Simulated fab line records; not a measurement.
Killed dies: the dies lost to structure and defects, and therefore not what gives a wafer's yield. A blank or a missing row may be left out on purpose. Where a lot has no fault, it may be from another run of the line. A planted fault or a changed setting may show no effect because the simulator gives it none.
8D (eight disciplines) problem report, filled in by code || flow gf180mcu || the parts of the form that need people (team, actions taken, sign-off) are left out

1. THE ISSUE
Wafers without a fault read 230.1 nm, standard deviation 1.7; cd_nm at GF_M1_CD_MEAS_14 reads a mean of 218.0 nm on 6 wafers belonging to 2 lots. That is -7.1 standard deviations from the usual mean.
The step: target cd 230 nm.
Earliest sighting: wafer L827.1 on cd_sem-01 at day 19 15:41. The record has a number at this step for 36 wafers belonging to 12 lots. Rule for "out", or "out of limits": more than 4 standard deviations from the usual mean. All remaining wafers that have a number are taken as sound.

2. WHAT IT IS AND WHAT IT IS NOT
{"question": "which readings at this step", "is": "cd_nm", "is not": "-"}
{"question": "which lots", "is": "L827, L829", "is not": "L820, L823, L835, L836, L837, L838, L839, L840, L841, L842"}
{"question": "which wafers of those lots", "is": "all that have a number", "is not": "-"}
{"question": "read on which gauges", "is": "cd_sem-01", "is not": "cd_sem-02"}
{"question": "when", "is": "from day 19 15:41", "is not": "up to then (6 sound wafers); but 24 sound wafers of L835, L836, L837, L838, L839, L840, L841, L842 came after"}

3. SUSPECTS, AND WHAT RULES EACH OUT
Counting: any tool at a process step up to the reading is kept as a suspect provided that every lot that is out went through it and no sound lot did after the first of them.
- the gauge at GF_M1_CD_MEAS_14 is ruled out. All the wafers that are out were read on cd_sem-01, but those of them that GF_M1_EXPOSE_11 has rows for are out there too, on other tools.
- krf_scanner-02 at GF_M1_EXPOSE_11 (exposes mask Metal1, target cd 230 nm): kept. It ran every lot that is out, first L827 (day 19 03:51), and no sound lot after that. Its own readings are out on those wafers: exposure_dose_mJ_cm2.
Left after counting: krf_scanner-02 at GF_M1_EXPOSE_11.

4. THE CAUSE (what the simulator had put in)
Process parameters drifting: krf_scanner-02 at GF_M1_EXPOSE_11, beginning at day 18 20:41. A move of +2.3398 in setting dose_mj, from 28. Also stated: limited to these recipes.
The count eliminated every tool but this one.

5. THE EFFECT CHAIN, in route order
Each row: a reading where the mean over the struck wafers with a number is more than 3 standard deviations away from the usual. Only readings whose record carries a usual standard deviation are examined. hours: median over the lots of the time between each lot's start at the first step of this table that gives one and its start at this step. sigmas: the change, counted in usual standard deviations.
{"hours": 0, "step": "GF_M1_EXPOSE_11", "reading": "exposure_dose_mJ_cm2", "usual": 27.97, "on struck wafers": 30.09, "change": "+2.12", "sigmas": "+62"}
{"hours": 12, "step": "GF_M1_CD_MEAS_14", "reading": "cd_nm", "usual": "230.1 nm", "on struck wafers": 218.0, "change": -12.1, "sigmas": -7.1}
Its process steps:
- GF_M1_EXPOSE_11: exposes mask Metal1, target cd 230 nm.
At these later measuring or inspecting steps, every struck wafer for which the step has a row has a number for every such reading, and none has moved that far: GF_V1_OVL_MEAS_15.

6. HOW IT WOULD HAVE BEEN CAUGHT EARLIER
The first out-of-limits reading at a measuring or inspecting step in this record came at day 19 15:41, 19 hours after the fault's start at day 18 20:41.
Tool's own readings at GF_M1_EXPOSE_11, exposure_dose_mJ_cm2: out on all struck wafers the step has rows for; an alarm limit on them would have tripped on the first.
L829, from the lots that are out (2), started GF_M1_EXPOSE_11 on krf_scanner-02 later than day 19 15:41. A tool hold placed at that time would have kept it from harm.
